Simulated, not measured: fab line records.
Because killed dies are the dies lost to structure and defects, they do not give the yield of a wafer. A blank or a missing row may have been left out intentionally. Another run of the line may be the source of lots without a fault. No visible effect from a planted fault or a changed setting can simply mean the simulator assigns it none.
Problem report in the 8D (eight disciplines) form, filled by code / flow sfq line / the parts of the form that need people (team, actions taken, sign-off) are left out

## 1. WHAT WENT WRONG
time to endpoint s at SFQ_TRILAYER_I6_CMP_CMP_166 reads a mean of 158 s on 1 wafer of 1 lot; wafers without a fault read 214 s with a standard deviation of 8.2. Measured from the usual mean, that is -6.8 standard deviations.
The step: polishes SiO2.
Earliest sighting: wafer L979.2 on cmp-01 at day 73 15:02. Wafers with a number at this step in the record: 39, from 13 lots. By rule, "out" or "out of limits" means more than 4 standard deviations away from the usual mean. Any other wafer with a number is counted as sound.

## 2. WHAT IT IS; WHAT IT IS NOT
question=which readings at this step | is=time to endpoint s | is not=motor current A, slurry filter dp kPa
question=which lots | is=L979 | is not=L972, L973, L974, L977, L978, L983, L984, L988, L989, L991, L993, L994
question=which wafers of those lots | is=L979.2 | is not=L979.3, L979.4
question=read on which tools | is=cmp-01 | is not=cmp-02
question=when | is=from day 73 15:02 | is not=up to then (13 sound wafers); but 25 sound wafers of L978, L979, L983, L984, L988, L989, L991, L993, L994 came after

## 3. WHAT RULES OUT EACH SUSPECT
Counting: any tool at a process step up to the reading remains a suspect provided it ran every lot that is out. Sound lots after the first of them don't rule it out here, since some wafers of a struck lot are sound.
- cmp-01 at SFQ_TRILAYER_I6_CMP_CMP_166 (polishes SiO2): kept. It processed L979, the lot that is out, at day 73 15:02, and its most recent sound lot before then was L974 at day 72 11:29. Its own readings are out on those wafers: time to endpoint s.
- At SFQ_TRILAYER_I6_CMP_CMP_166, inside cmp-01: chamber 2 took the wafers that are out, while their sound lot-mates went through chambers 0, 1.
The count leaves cmp-01 at SFQ_TRILAYER_I6_CMP_CMP_166.

## 4. THE CAUSE (what the simulator had put in)
cmp-01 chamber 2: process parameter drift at SFQ_TRILAYER_I6_CMP_CMP_166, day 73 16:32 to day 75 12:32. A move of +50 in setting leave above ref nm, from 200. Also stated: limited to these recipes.
The count eliminated every tool but this one.

## 5. SEQUENCE OF EFFECTS, ordered by route
Each row: a reading where the mean over the struck wafers with a number is more than 3 standard deviations away from the usual. Readings are gone through only where the record gives a usual standard deviation; hours: the median, over the lots, of the time from a lot's start at the first step in this table giving one to that lot's start at this step; sigmas: the change measured in usual standard deviations.
hours=0; step=SFQ_TRILAYER_I6_CMP_CMP_166; reading=time to endpoint s; usual=214 s; on struck wafers=158; change=-56; sigmas=-6.8
hours=3; step=SFQ_TRILAYER_I6_METRO_MEASURE_167; reading=thk nm; usual=200.2 nm; on struck wafers=247.3; change=+47.1; sigmas=+34
hours=53; step=SFQ_TRILAYER_I6_VIA_ETCH_VIA_ETCH_172; reading=oes product au; usual=0.855 a.u.; on struck wafers=0.966; change=+0.111; sigmas=+21
Process steps it contains:
- SFQ_TRILAYER_I6_CMP_CMP_166: polishes SiO2.
- SFQ_TRILAYER_I6_METRO_MEASURE_167
- SFQ_TRILAYER_I6_VIA_ETCH_VIA_ETCH_172: etches SiO2 in CHF3, stops on Nb, target depth 260 nm.

## 6. WHAT WOULD HAVE CAUGHT IT SOONER
In this record the first reading out of limits was taken at day 73 15:02.
